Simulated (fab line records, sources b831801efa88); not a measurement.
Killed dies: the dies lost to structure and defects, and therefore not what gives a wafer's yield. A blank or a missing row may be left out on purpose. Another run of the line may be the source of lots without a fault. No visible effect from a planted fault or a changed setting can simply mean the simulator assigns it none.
Comparing a struck lot with a sound one || flow sky130 || 16 steps out of a route of 708
Sound: the wafers L949.1, L949.4, L949.6. Struck: wafer L959.1 (left out: L959.2, L959.3 of the same lot, which were not struck); the cause appears at the end.
For every step that has rows: the tool of each side, followed by ch and its chambers, followed by its first start. Under that, the readings that differ: sound wafers || struck wafers || difference of the means || sigmas: that difference in standard deviations of wafers without a fault.
alike: readings with means less than 2 such deviations apart, plus words and numbers identical on both sides. not compared: withheld readings, readings lacking a value on some wafer, bounds such as >300 that could conceal the same value, and numbers that have no deviation in the record and whose values overlap.
The two part at a step that has a row with sigmas, a row that says differs or no value, or rows on one side only. Non-overlapping numbers with no deviation appear without sigmas and do not part them. A reading missing from all wafers of one side parts the sides only when that side holds two or more wafers.

first, 8 steps without rows for these wafers: SKY_METAL2_DEHYDRATE_07 (time 60 s); SKY_METAL2_HMDS_08 (prime time 60 s); SKY_METAL2_COAT_09 (resist thk 60 nm); SKY_METAL2_COAT_10 (resist thk 450 nm); SKY_METAL2_SOFTBAKE_11 (time 90 s); SKY_METAL2_EXPOSE_12 (exposes mask MM2, target cd 140 nm); SKY_METAL2_PEB_13; SKY_METAL2_DEVELOP_14 (develop time 60 s).
SKY_METAL2_CD_MEAS_15: target cd 140 nm.
  sound on cd sem-02 at day 36 10:17; struck on cd sem-02 at day 39 10:59
  alike: cd nm
SKY_METAL2_OVL_MEAS_16:
  sound on overlay-01 at day 36 10:25; struck on overlay-02 at day 39 11:07
  alike: METAL2_OVL
SKY_METAL2_DESCUM_17: chemistry O2, time 8 s.
  sound on rie metal-04 ch 1, day 36 10:27; struck on rie metal-04 ch 1, day 39 11:09
  alike: drypump motor current A, oes product au, rf fwd power W
  not compared: rf hours counter h
SKY_METAL2_ETCH_18: etches BARC in N2/H2, stops on SiO2, time 45.9 s, target depth 60 nm.
  sound on rie metal-04 ch 1, day 36 10:31; struck on rie metal-04 ch 1, day 39 11:11
  alike: bias w, drypump motor current A, oes product au, rf fwd power W, throttle valve pct
  not compared: rf hours counter h
SKY_METAL2_METAL_ETCH_19: etches the open film in Cl2/BCl3, stops on SiO2, target depth 360 nm, time 78 s.
  sound on rie metal-04 ch 1, day 36 10:38; struck on rie metal-04 ch 1, day 39 11:14
{"reading": "bias w (W)", "sound": "48.51 48.55 48.60", "struck": 60.36, "difference": "+11.81", "sigmas": "+74"}
{"reading": "model.KrF-thick_of_METAL2_COAT_10.thk nm (nm)", "sound": "152.8 155.6 155.1", "struck": 133.1, "difference": -21.4, "sigmas": ""}
{"reading": "model.SiO2_of_VIA1_HDPCVD_00.thk nm (nm)", "sound": "330 332.5 330.6", "struck": 328.6, "difference": -2.4, "sigmas": ""}
  alike: drypump motor current A, oes product au, rf fwd power W, throttle valve pct
  not compared: rf hours counter h
SKY_METAL2_STRIP_20: strips in O2/N2.
  sound on plasma asher-03 ch 0,1, day 36 10:49; struck on plasma asher-04 ch 0, day 39 11:20
{"reading": "strip time to endpoint s (s)", "sound": "2.62 2.66 2.64", "struck": 2.40, "difference": -0.24, "sigmas": -5}
  alike: drypump motor current A, oes product au
  not compared: rf hours counter h
then, 1 step without rows for these wafers: SKY_METAL2_STRIP_21 (strips in post etch residue remover, time 1200 s).
-- the record jumps here: 10 days lie between the struck wafers' starts before and after (it left off in module METAL2 and takes up again in module PAD_OPEN, whose first step shown is number 708 of the route) --
SKY_PAD_OPEN_PROBE_99:
  sound on prober-01 at day 46 23:13; struck on prober-01 at day 49 02:45
{"reading": "killed_at_M4_up", "sound": "10 7", "struck": 2, "difference": -6, "sigmas": -3}
{"reading": "killed at other", "sound": "2 1", "struck": 0, "difference": -2, "sigmas": -3}
  alike: defect limited yield, killed_at_M0_to_M3, killed at contacts, killed at front end, killed dies, killed on rim, killed open, killed short, sort_bin_3_pad_short, sort_bin_5_function, sort_bin_6_memory, sort n pass, sort yield pct

== WHERE THEY PART ==
Earliest at SKY_METAL2_METAL_ETCH_19; latest, in this record, at SKY_PAD_OPEN_PROBE_99.

WHY: whatever the simulator had introduced
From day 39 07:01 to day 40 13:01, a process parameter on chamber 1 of rie metal-04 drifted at SKY_METAL2_METAL_ETCH_19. The setting bias w was moved by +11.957, starting from 48.5. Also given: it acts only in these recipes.
